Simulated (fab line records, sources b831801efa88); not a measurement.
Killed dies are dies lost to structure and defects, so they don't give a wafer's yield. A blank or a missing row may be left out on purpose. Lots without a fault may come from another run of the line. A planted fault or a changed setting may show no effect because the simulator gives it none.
Which tool did it? | flow sky130 | 12 lots, 36 wafers sampled, at 7 steps of a route of 708

WHAT THE GAUGES READ, wafer by wafer
SKY_SD_P_CD_MEAS_07: target cd 380 nm. Usual: cd_nm 380.8 nm, standard deviation 2.6.
lot  | measured     | on        | cd_nm (nm)        | flag
L642 | day 27 08:44 | cd_sem-02 | 379.9 381.0 380.6 |
L643 | day 27 09:51 | cd_sem-01 | 382.8 380.4 380.7 |
L644 | day 27 21:30 | cd_sem-02 | 381.7 380.7 379.3 |
L645 | day 27 22:22 | cd_sem-01 | 384.4 381.5 381.9 |
L646 | day 28 04:58 | cd_sem-02 | 379.9 382.3 381.3 |
L647 | day 28 20:07 | cd_sem-01 | 379.2 380.9 383.4 |
L649 | day 29 04:13 | cd_sem-01 | 380.8 381.0 381.0 |
L652 | day 30 05:35 | cd_sem-02 | 376.7 377.6 377.6 |
L654 | day 30 15:37 | cd_sem-01 | 385.2 385.7 386.0 |
L653 | day 30 16:52 | cd_sem-01 | 375.9 375.7 378.7 |
L655 | day 31 21:08 | cd_sem-02 | 385.2 385.5 383.4 |
L662 | day 32 20:52 | cd_sem-01 | 381.8 379.6 380.8 |

SKY_RES_XHIGH_TW_MEAS_09. Usual: RES_XHIGH_TW 1637, standard deviation 19.
lot  | measured     | on            | RES_XHIGH_TW   | flag
L642 | day 28 12:52 | film_metro-03 | 1669 1663 1663 |
L643 | day 28 14:41 | film_metro-04 | 1636 1627 1630 |
L644 | day 29 02:14 | film_metro-04 | 1626 1635 1631 |
L645 | day 29 03:16 | film_metro-04 | 1634 1628 1634 |
L646 | day 29 10:22 | film_metro-03 | 1670 1670 1667 |
L647 | day 30 01:01 | film_metro-03 | 1669 1661 1663 |
L649 | day 30 08:35 | film_metro-01 | 1635 1638 1620 |
L652 | day 31 10:18 | film_metro-04 | 1623 1628 1621 |
L654 | day 31 19:37 | film_metro-04 | 1631 1617 1624 |
L653 | day 31 20:29 | film_metro-04 | 1630 1627 1620 |
L655 | day 33 00:41 | film_metro-01 | 1626 1625 1626 |
L662 | day 33 23:23 | film_metro-01 | 1631 1622 1626 |

SKY_SD_N_CD_MEAS_07: target cd 380 nm. Usual: cd_nm 380.4 nm, standard deviation 2.2.
lot  | measured     | on        | cd_nm (nm)        | flag
L642 | day 29 16:52 | cd_sem-02 | 379.7 380.4 382.1 |
L643 | day 29 19:10 | cd_sem-01 | 380.4 379.4 381.2 |
L644 | day 30 05:50 | cd_sem-01 | 378.2 378.8 379.2 |
L645 | day 30 07:19 | cd_sem-01 | 381.2 382.5 381.2 |
L646 | day 30 14:32 | cd_sem-01 | 376.2 379.1 375.9 |
L647 | day 31 05:03 | cd_sem-02 | 381.8 382.4 383.4 |
L649 | day 31 11:10 | cd_sem-01 | 381.3 380.8 382.7 |
L652 | day 32 13:32 | cd_sem-01 | 379.3 379.5 379.9 |
L654 | day 32 21:43 | cd_sem-01 | - - -             | OFF
L653 | day 32 22:19 | cd_sem-01 | - - -             | OFF
L655 | day 34 02:42 | cd_sem-01 | 382.8 384.1 384.9 |
L662 | day 35 01:25 | cd_sem-01 | 380.3 379.2 378.5 |

SKY_SD_N_OVL_MEAS_08. Usual: SD_N_OVL -0.6 nm, standard deviation 1.4.
lot  | measured     | on         | SD_N_OVL (nm)  | flag
L642 | day 29 16:58 | overlay-02 | -1.1 -1.0 -1.3 |
L643 | day 29 19:17 | overlay-01 | -0.3 -1.8 0.4  |
L644 | day 30 05:56 | overlay-02 | 0.7 0.9 1.8    |
L645 | day 30 07:26 | overlay-01 | -0.5 -0.6 -1.1 |
L646 | day 30 14:38 | overlay-02 | 0.8 -0.6 0.3   |
L647 | day 31 05:10 | overlay-01 | -0.5 0.0 -0.1  |
L649 | day 31 11:15 | overlay-01 | -1.3 3.4 0.2   |
L652 | day 32 13:38 | overlay-02 | -3.4 -2.2 -3.1 |
L654 | day 32 21:49 | overlay-02 | - - -          | OFF
L653 | day 32 22:25 | overlay-01 | - - -          | OFF
L655 | day 34 02:47 | overlay-02 | -1.7 -1.8 -2.6 |
L662 | day 35 01:32 | overlay-02 | -3.5 -0.4 -2.0 |

SKY_SD_N_TW_MEAS_12. Usual: SD_N_TW 3961, standard deviation 40.
lot  | measured     | on            | SD_N_TW        | flag
L642 | day 29 17:25 | film_metro-03 | 4042 4052 4058 |
L643 | day 29 19:43 | film_metro-04 | 3978 3981 3961 |
L644 | day 30 06:22 | film_metro-04 | 3939 3960 3953 |
L645 | day 30 07:52 | film_metro-01 | 3962 3959 3948 |
L646 | day 30 15:04 | film_metro-01 | 4009 3988 3982 |
L647 | day 31 05:36 | film_metro-01 | 3937 3943 3972 |
L649 | day 31 11:42 | film_metro-04 | 3953 3940 3964 |
L652 | day 32 14:04 | film_metro-04 | 3985 3999 3990 |
L654 | day 32 22:16 | film_metro-04 | 30 30 30       | OFF
L653 | day 32 22:52 | film_metro-01 | 30 30 30       | OFF
L655 | day 34 03:14 | film_metro-04 | 3924 3929 3933 |
L662 | day 35 01:58 | film_metro-01 | 3952 3965 3965 |

SKY_LI_CONTACT_THK_MEAS_01. Usual: LI_CONTACT_HDPCVD_THK 926 nm, standard deviation 8.9.
lot  | measured     | on            | LI_CONTACT_HDPCVD_THK (nm) | flag
L642 | day 29 18:11 | film_metro-03 | 936 932 938                |
L643 | day 29 20:29 | film_metro-01 | 903 917 914                |
L644 | day 30 07:09 | film_metro-01 | 925 924 915                |
L645 | day 30 08:38 | film_metro-03 | 920 925 920                |
L646 | day 30 15:50 | film_metro-04 | 928 924 941                |
L647 | day 31 06:22 | film_metro-03 | 944 924 929                |
L649 | day 31 12:28 | film_metro-04 | 928 908 908                |
L652 | day 32 14:50 | film_metro-04 | 925 927 932                |
L654 | day 32 23:02 | film_metro-03 | 939 944 931                |
L653 | day 32 23:39 | film_metro-04 | 933 932 928                |
L655 | day 34 04:03 | film_metro-03 | 946 936 937                |
L662 | day 35 02:44 | film_metro-03 | 920 907 924                |

WHICH TOOL RAN EACH LOT (tool, then ch and the chambers of the sampled wafers, then the start)
lot  | SKY_SD_N_DEVELOP_06
L642 | litho_track-04 ch 0, day 29 16:43
L643 | litho_track-01 ch 0, day 29 19:01
L644 | litho_track-02 ch 0, day 30 05:41
L645 | litho_track-01 ch 0, day 30 07:10
L646 | litho_track-04 ch 0, day 30 14:24
L647 | litho_track-04 ch 0, day 31 04:54
L649 | litho_track-01 ch 0, day 31 11:02
L652 | litho_track-04 ch 0, day 32 13:24
L654 | litho_track-04 ch 0, day 32 21:34
L653 | litho_track-04 ch 0, day 32 22:10
L655 | litho_track-01 ch 0, day 34 02:34
L662 | litho_track-01 ch 0, day 35 01:16
- SKY_SD_N_DEVELOP_06: develop time 60 s.

WHAT THE TOOLS THEMSELVES READ (means of the sampled wafers that have a number; where no wafer has one, the mark that the record gives instead)
SKY_SD_N_DEVELOP_06. Usual: resist_line_temp_C 22.98 C, standard deviation 0.094.
lot  | tool           | resist_line_temp_C (C) | flag
L642 | litho_track-04 | 23.01                  |
L643 | litho_track-01 | 22.87                  |
L644 | litho_track-02 | 22.89                  |
L645 | litho_track-01 | 22.99                  |
L646 | litho_track-04 | 22.93                  |
L647 | litho_track-04 | 23.09                  |
L649 | litho_track-01 | 23.05                  |
L652 | litho_track-04 | 22.99                  |
L654 | litho_track-04 | 23.07                  |
L653 | litho_track-04 | 22.94                  |
L655 | litho_track-01 | 22.96                  |
L662 | litho_track-01 | 22.94                  |

THE ANSWER, worked out from the rows above alone
Rule: a lot is off if the mean of its wafers that have a number lies more than 3 standard deviations from the usual mean. A lot without any number at a reading at which 4 lots or more have one is off too. The other lots that the step has rows for count as sound. The gauges are gone through in route order, then the tools' own readings, and for those a lot's mean is taken as printed above. The first step at which some lot is off is used, and at that step the reading that is off furthest; a lot without a number counts as furthest.
Off: L654, L653, at SKY_SD_N_CD_MEAS_07 (cd_nm). Without a number there: L654, L653.
A tool fits if, at a process step before that reading, it ran every lot that is off, and no sound lot after the first of them. The gauges at SKY_SD_N_CD_MEAS_07 aren't tried: what is off there is off at SKY_SD_N_OVL_MEAS_08 too, on other tools, and a gauge's error can't cause that. One fits: litho_track-04 at SKY_SD_N_DEVELOP_06. Its last sound lot is L652 (day 32 13:24), its first lot that is off L654 (day 32 21:34): a fault that began between those two fits.

WHAT THE SIMULATOR HAD PUT IN
Process parameter drift: litho_track-04, from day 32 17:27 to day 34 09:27, at SKY_SD_N_DEVELOP_06. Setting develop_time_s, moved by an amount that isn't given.
Lots struck among those shown: L654, L653. The rule above found the same.
